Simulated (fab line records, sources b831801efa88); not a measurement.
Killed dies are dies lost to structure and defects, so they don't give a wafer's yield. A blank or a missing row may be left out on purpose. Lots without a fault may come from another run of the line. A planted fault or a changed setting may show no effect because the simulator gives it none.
Problem report in the 8D (eight disciplines) form, filled by code | flow sky130 | the parts of the form that need people (team, actions taken, sign-off) are left out

1. THE PROBLEM
POLY_GATE_CVD_00_THK at SKY_POLY_GATE_THK_MEAS_01 reads a mean of 125.8 nm on 9 wafers of 3 lots; wafers without a fault read 179.7 nm with a standard deviation of 1.9. That is -28 standard deviations from the usual mean.
First seen on wafer L974.2, day 18 08:11, on film_metro-03. The record holds 33 wafers of 11 lots with a number at this step. Rule for "out", or "out of limits": more than 4 standard deviations from the usual mean. The other wafers with a number count as sound.

2. WHAT IT IS AND WHAT IT IS NOT
question                    | is                           | is not
which readings at this step | POLY_GATE_CVD_00_THK         | -
which lots                  | L974, L975, L976             | L962, L964, L965, L966, L970, L983, L984, L985
which wafers of those lots  | all that have a number       | -
read on which gauges        | film_metro-02, film_metro-03 | film_metro-04
when                        | from day 18 08:11            | up to then (15 sound wafers); but 9 sound wafers of L983, L984, L985 came after

3. SUSPECTS, AND WHAT RULES EACH OUT
Counting: a tool at a process step up to the reading stays a suspect if it ran every lot that is out and no sound lot after the first of them.
- the gauge at SKY_POLY_GATE_THK_MEAS_01: ruled out. The wafers that are out were read on 2 gauges (film_metro-02, film_metro-03).
- lpcvd-01 at SKY_POLY_GATE_CVD_00 (deposits poly-Si, target thk 180 nm, time 720 s): ruled out as a lasting fault. Sound lots L983, L984, L985 ran on it after its first lot that is out, L974 (day 18 06:22).
Left after counting: nothing in the record.

4. THE CAUSE (what the simulator had put in)
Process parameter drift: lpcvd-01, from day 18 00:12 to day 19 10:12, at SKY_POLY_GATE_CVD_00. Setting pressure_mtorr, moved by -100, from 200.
Counting ruled it out, wrongly: the rule takes a fault to strike every lot that its tool runs from its start on, and this one did not.

5. THE CHAIN OF EFFECTS, in route order
Each row: a reading whose mean over the struck wafers that have a number lies more than 3 standard deviations from the usual. Only readings for which the record gives a usual standard deviation are gone through. hours: the time from each lot's start at the first step in this table that gives one to its start at this step, as a median over the lots. sigmas: the change in usual standard deviations.
hours | step                      | reading              | usual       | on struck wafers | change | sigmas
0     | SKY_POLY_GATE_CVD_00      | pressure_mtorr       | 200.1 mTorr | 99.9             | -100.2 | -99 or more
2     | SKY_POLY_GATE_THK_MEAS_01 | POLY_GATE_CVD_00_THK | 179.7 nm    | 125.8            | -53.9  | -28
65    | SKY_POLY_GATE_ETCH_17     | oes_product_au       | 0.982 a.u.  | 0.776            | -0.206 | -23
The process steps in it:
- SKY_POLY_GATE_CVD_00: deposits poly-Si, target thk 180 nm, time 720 s.
- SKY_POLY_GATE_ETCH_17: etches poly-Si in HBr/Cl2, stops on SiO2, target depth 180 nm, time 70.5 s.

6. WHAT WOULD HAVE CAUGHT IT SOONER
In this record the first reading out of limits at a measuring or inspecting step was taken at day 18 08:11, 8 hours after the fault began at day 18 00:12.
The tool's own readings at SKY_POLY_GATE_CVD_00 were out on every struck wafer that the step has a row for (pressure_mtorr): an alarm limit on them would have fired on the first of those.
